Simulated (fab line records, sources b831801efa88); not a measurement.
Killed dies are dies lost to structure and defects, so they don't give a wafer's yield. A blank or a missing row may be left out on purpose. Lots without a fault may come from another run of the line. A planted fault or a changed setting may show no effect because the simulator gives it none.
fab line records | flow gf180mcu
record lots=14 wafers=42 last_day=34
route steps=602 shown DNWELL@39 POLY_GATE@167 V1@352 V2@387
lots that met no fault: from a run of the same line without faults
start_h: hours from the record's first day to the start of the lot's first wafer shown | wait_h: hours since the lot's step before | " the same as in the row above | L1.1+2: a row that stands for several wafers | - no value, or no start given | * or withheld: withheld | < > ~ a bound
route shown NAME@n: a module of which the file shows steps, and the number in the route of the first | usual: mean/standard deviation of fault-free wafers | same: alike in all rows | chamber/n: place in a boat | sites: the reading at each site | _std_site: their standard deviation | _edge_site: outer sites' mean less inner sites' | radius_mm: how far each site lies from the wafer's centre | mask NAME#n: copy n | behind: the tool/chamber that last shaped the wafer | hold: why the lot was held/for how many hours/how that ended | device: the transistor (n, p or np) that didn't switch | end of line: the same wafers' tests at the end of the route | a step without rows: its recipe alone | killed: dies lost to structure and defects at the first sort, not the wafer's yield | map: a wafer's dies, x killed, . not, _ none there
set.NAME: the setting as run; set.NAME@STEP: as run at that earlier step | model.NAME: the simulator's own value behind a step, which no gauge read
steps of the route over a sample of lots; a table a step, a row a wafer
services: from which hour (start_h, from the record's first day; less than 0 if before it) a tool's chamber was out of use, for how many hours, and why
## steps
# step GF_DNWELL_IMPLANT_07
# recipe species=P energy_kev=1500 dose_cm2=1e+13 tilt_deg=0
# usual dose_ions_cm2=9.999e+12/1.3e+10 faraday_current_uA=56.1/1.1
# columns lot.wafer tool chamber start_h wait_h dose_ions_cm2 faraday_current_uA
L167.1 implanter-03 0 42.65 - 9.981e+12 55.8
L167.3 " 0 " " 1.0006e+13 55.4
L167.5 " 0 " " 9.992e+12 54.9
L168.1 implanter-02 0 48.43 - 9.981e+12 55.6
L168.2 " 0 " " 9.973e+12 53.5
L168.3 " 0 " " 1.0001e+13 56.5
L170.4 implanter-02 0 58.35 - 9.985e+12 54.8
L170.5 " 0 " " 1.0022e+13 54.3
L170.6 " 0 " " 1.001e+13 55.4
L171.1 implanter-02 0 64.00 - 9.985e+12 56.0
L171.2 " 0 " " 1.0012e+13 56.4
L171.5 " 0 " " 9.995e+12 56.8
L173.1 implanter-03 0 76.38 - 1.0006e+13 55.6
L173.3 " 0 " " 9.997e+12 58.6
L173.5 " 0 " " 1.0004e+13 56.0
L174.1 implanter-03 0 79.53 - 9.981e+12 55.7
L174.2 " 0 " " 9.989e+12 55.7
L174.4 " 0 " " 9.998e+12 54.9
L175.1 implanter-02 0 86.35 - 1.0015e+13 55.4
L175.4 " 0 " " 1.0001e+13 57.0
L175.5 " 0 " " 9.99e+12 55.1
L176.1 implanter-03 0 91.68 - 1e+13 56.9
L176.2 " 0 " " 9.994e+12 54.9
L176.5 " 0 " " 1.0017e+13 55.2
L179.4 implanter-03 0 110.14 - 1.0014e+13 54.6
L179.5 " 0 " " 1.0017e+13 55.7
L179.6 " 0 " " 1.0035e+13 56.3
L181.1 implanter-03 0 116.70 - 9.221e+12 50.6
L181.4 " 0 " " 9.223e+12 51.1
L181.5 " 0 " " 9.22e+12 52.1
L185.3 implanter-03 0 138.32 - 9.208e+12 50.3
L185.4 " 0 " " 9.233e+12 51.1
L185.5 " 0 " " 9.227e+12 51.0
L186.2 implanter-04 0 142.87 - 9.997e+12 55.0
L186.4 " 0 " " 9.997e+12 56.2
L186.6 " 0 " " 9.982e+12 57.1
L187.1 implanter-04 0 148.62 - 9.991e+12 56.4
L187.3 " 0 " " 9.997e+12 56.0
L187.4 " 0 " " 9.995e+12 55.4
L189.2 implanter-04 0 160.42 - 9.998e+12 55.8
L189.3 " 0 " " 1.0009e+13 58.3
L189.5 " 0 " " 9.994e+12 56.7
# step GF_DNWELL_TW_MEAS_09
# usual DNWELL_TW=1354/13
# columns lot.wafer tool chamber start_h wait_h DNWELL_TW
L167.1 film_metro-04 - 42.90 0.1 1372
L167.3 " - " " 1362
L167.5 " - " " 1371
L168.1 film_metro-01 - 48.68 0.1 1350
L168.2 " - " " 1352
L168.3 " - " " 1348
L170.4 film_metro-03 - 58.56 0.1 1340
L170.5 " - " " 1344
L170.6 " - " " 1339
L171.1 film_metro-01 - 64.25 0.1 1351
L171.2 " - " " 1365
L171.5 " - " " 1363
L173.1 film_metro-03 - 76.63 0.1 1339
L173.3 " - " " 1336
L173.5 " - " " 1336
L174.1 film_metro-03 - 79.78 0.1 1336
L174.2 " - " " 1332
L174.4 " - " " 1330
L175.1 film_metro-04 - 86.60 0.1 1356
L175.4 " - " " 1355
L175.5 " - " " 1358
L176.1 film_metro-01 - 91.93 0.1 1357
L176.2 " - " " 1353
L176.5 " - " " 1353
L179.4 film_metro-01 - 110.34 0.1 1346
L179.5 " - " " 1353
L179.6 " - " " 1356
L181.1 film_metro-03 - 116.95 0.1 1312
L181.4 " - " " 1309
L181.5 " - " " 1312
L185.3 film_metro-01 - 138.54 0.1 1319
L185.4 " - " " 1316
L185.5 " - " " 1315
L186.2 film_metro-03 - 143.11 0.1 1358
L186.4 " - " " 1361
L186.6 " - " " 1361
L187.1 film_metro-01 - 148.87 0.1 1360
L187.3 " - " " 1362
L187.4 " - " " 1355
L189.2 film_metro-03 - 160.70 0.1 1344
L189.3 " - " " 1343
L189.5 " - " " 1348
# step GF_POLY_GATE_CD_MEAS_10
# recipe target_cd_nm=280
# usual cd_nm=279.7/1.3
# columns lot.wafer tool chamber start_h wait_h cd_nm
L167.1 cd_sem-01 - 198.46 0.1 279.7
L167.3 " - " " 280.8
L167.5 " - " " 279.5
L168.1 cd_sem-01 - 204.13 0.1 281.2
L168.2 " - " " 280.5
L168.3 " - " " 280.5
L170.4 cd_sem-01 - 217.26 0.1 280.7
L170.5 " - " " 281.1
L170.6 " - " " 280.6
L171.1 cd_sem-02 - 226.70 0.1 281.4
L171.2 " - " " 281.3
L171.5 " - " " 281.7
L173.1 cd_sem-01 - 242.15 0.1 278.5
L173.3 " - " " 279.6
L173.5 " - " " 279.6
L174.1 cd_sem-01 - 246.48 0.1 279.2
L174.2 " - " " 280.6
L174.4 " - " " 281.1
L175.1 cd_sem-02 - 256.71 0.1 280.3
L175.4 " - " " 279.5
L175.5 " - " " 280.2
L176.1 cd_sem-01 - 259.89 0.1 280.5
L176.2 " - " " 280.8
L176.5 " - " " 279.4
L179.4 cd_sem-01 - 288.69 0.1 277.4
L179.5 " - " " 277.9
L179.6 " - " " 277.6
L181.1 cd_sem-02 - 296.21 0.1 279.5
L181.4 " - " " 280.2
L181.5 " - " " 278.7
L185.3 cd_sem-01 - 330.07 0.1 277.1
L185.4 " - " " 277.0
L185.5 " - " " 277.1
L186.2 cd_sem-01 - 336.85 0.1 279.5
L186.4 " - " " 280.4
L186.6 " - " " 280.1
L187.1 cd_sem-02 - 343.83 0.1 280.6
L187.3 " - " " 280.8
L187.4 " - " " 279.4
L189.2 cd_sem-02 - 358.65 0.1 279.6
L189.3 " - " " 279.1
L189.5 " - " " 280.4
# step GF_V1_ETCH_17
# recipe chemistry=C4F8/O2/Ar mask_material=KrF target=SiO2 stop_on=TiN source_w=1500 bias_w=1200 pressure_mtorr=40 c4f8_flow_sccm=withheld O2_flow_sccm=6 Ar_flow_sccm=300 time_s=withheld target_depth_a=6300
# usual oes_product_au=0.856/0.0045
# columns lot.wafer tool chamber start_h wait_h oes_product_au
L167.1 rie_diel-04 1 - - 0.853
L167.3 " 3 " " 0.862
L167.5 " 3 " " 0.848
L168.1 rie_diel-04 2 - - 0.851
L168.2 " 1 " " 0.859
L168.3 " 0 " " 0.855
L170.4 rie_diel-01 0 - - 0.856
L170.5 " 2 " " 0.850
L170.6 " 3 " " 0.854
L171.1 rie_diel-01 1 - - 0.854
L171.2 " 2 " " 0.855
L171.5 " 1 " " 0.863
L173.1 rie_diel-01 1 - - 0.855
L173.3 " 2 " " 0.852
L173.5 " 0 " " 0.855
L174.1 rie_diel-04 2 - - 0.860
L174.2 " 0 " " 0.865
L174.4 " 1 " " 0.864
L175.1 rie_diel-01 0 - - 0.857
L175.4 " 1 " " 0.851
L175.5 " 0 " " 0.855
L176.1 rie_diel-01 1 - - 0.855
L176.2 " 2 " " 0.856
L176.5 " 3 " " 0.854
L179.4 rie_diel-01 3 - - 0.856
L179.5 " 2 " " 0.855
L179.6 " 3 " " 0.852
L181.1 rie_diel-04 3 - - 0.859
L181.4 " 1 " " 0.859
L181.5 " 0 " " 0.861
L185.3 rie_diel-03 0 - - 0.851
L185.4 " 1 " " 0.859
L185.5 " 3 " " 0.862
L186.2 rie_diel-03 0 - - 0.862
L186.4 " 3 " " 0.858
L186.6 " 3 " " 0.859
L187.1 rie_diel-03 2 - - 0.851
L187.3 " 3 " " 0.855
L187.4 " 1 " " 0.851
L189.2 rie_diel-01 3 - - 0.859
L189.3 " 2 " " 0.853
L189.5 " 3 " " 0.853
# step GF_V2_BOW_MEAS_05
# recipe mode=bow
# usual V2_BOW=99/8
# columns lot.wafer tool chamber start_h wait_h V2_BOW[um]
L167.1 film_metro-04 - 437.95 0.2 94
L167.3 " - " " 92
L167.5 " - " " 91
L168.1 film_metro-04 - 445.22 0.1 100
L168.2 " - " " 94
L168.3 " - " " 106
L170.4 film_metro-01 - 468.73 0.2 96
L170.5 " - " " 93
L170.6 " - " " 105
L171.1 film_metro-02 - 475.75 0.1 99
L171.2 " - " " 102
L171.5 " - " " 115
L173.1 film_metro-04 - 496.87 0.2 96
L173.3 " - " " 107
L173.5 " - " " 106
L174.1 film_metro-02 - 502.06 0.2 90
L174.2 " - " " 91
L174.4 " - " " 83
L175.1 film_metro-02 - 513.92 0.1 104
L175.4 " - " " 109
L175.5 " - " " 100
L176.1 film_metro-01 - 517.34 0.1 101
L176.2 " - " " 91
L176.5 " - " " 108
L179.4 film_metro-02 - 554.46 0.2 99
L179.5 " - " " 101
L179.6 " - " " 110
L181.1 film_metro-04 - 561.21 0.2 102
L181.4 " - " " 94
L181.5 " - " " 97
L185.3 film_metro-02 - 595.43 0.3 86
L185.4 " - " " 101
L185.5 " - " " 98
L186.2 film_metro-02 - 607.24 0.3 91
L186.4 " - " " 95
L186.6 " - " " 88
L187.1 film_metro-04 - 609.33 0.1 109
L187.3 " - " " 106
L187.4 " - " " 101
L189.2 film_metro-02 - 623.29 0.2 102
L189.3 " - " " 98
L189.5 " - " " 94
## services
# columns tool chamber start_h hours kind
rie_diel-04 1 38.08 1.9 repair
implanter-02 - 71.63 4.2 repair
rie_diel-04 - 86.21 0.6 repair
rie_diel-01 - 91.37 0.5 repair
rie_diel-04 3 116.77 8.4 repair
rie_diel-01 3 125.92 9.7 repair
rie_diel-01 3 152.87 2.7 repair
rie_diel-01 1 158.89 3.8 repair
implanter-02 - 180.58 2.1 repair
implanter-02 - 187.35 2.3 repair
implanter-03 - 195.34 5.8 pm
implanter-03 - 202.53 9.6 repair
rie_diel-01 1 262.33 8.4 repair
rie_diel-04 0 276.72 6.5 repair
implanter-02 - 277.22 2.6 pm
rie_diel-04 - 283.43 14.6 pm
rie_diel-01 2 326.90 8.1 repair
rie_diel-04 - 402.70 0.9 repair
rie_diel-01 3 408.05 5.9 repair
rie_diel-01 1 435.24 7.4 repair
rie_diel-01 2 463.43 4.3 repair
implanter-03 - 520.75 2.3 repair
implanter-03 - 563.16 1.4 repair
rie_diel-01 0 597.73 5.1 repair
## key
first_sign step=GF_DNWELL_IMPLANT_07 reading=dose_ions_cm2 direction=down sigmas=62 usual=9.999e+12 struck=9.222e+12
effect step=GF_DNWELL_IMPLANT_07 reading=faraday_current_uA direction=down sigmas=4.8 usual=56.1 struck=51.0
effect step=GF_DNWELL_TW_MEAS_09 reading=DNWELL_TW direction=down sigmas=3 usual=1354 struck=1314
met_at GF_DNWELL_IMPLANT_07
struck_lots L181,L185
tester_left_out L181,L185
not_acting_at GF_POLY_GATE_CD_MEAS_10,GF_V1_ETCH_17,GF_V2_BOW_MEAS_05
onset_between 110.14 116.70
fault kind=process_parameter_drift tool=implanter-03 chamber=- onset_h=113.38 steps=GF_DNWELL_IMPLANT_07 channel=dose_cm2 offset=-7.7302e+11 shape=step end_h=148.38 acts_in=these_recipes_only stated=1e+13
# tester_left_out: of these lots the tester's yield and bins aren't shown, on N5 and GAA mostly nor the transistor test; their killed dies are dies lost to structure and defects alone, not to doping, threshold or leakage, so they don't give the yield
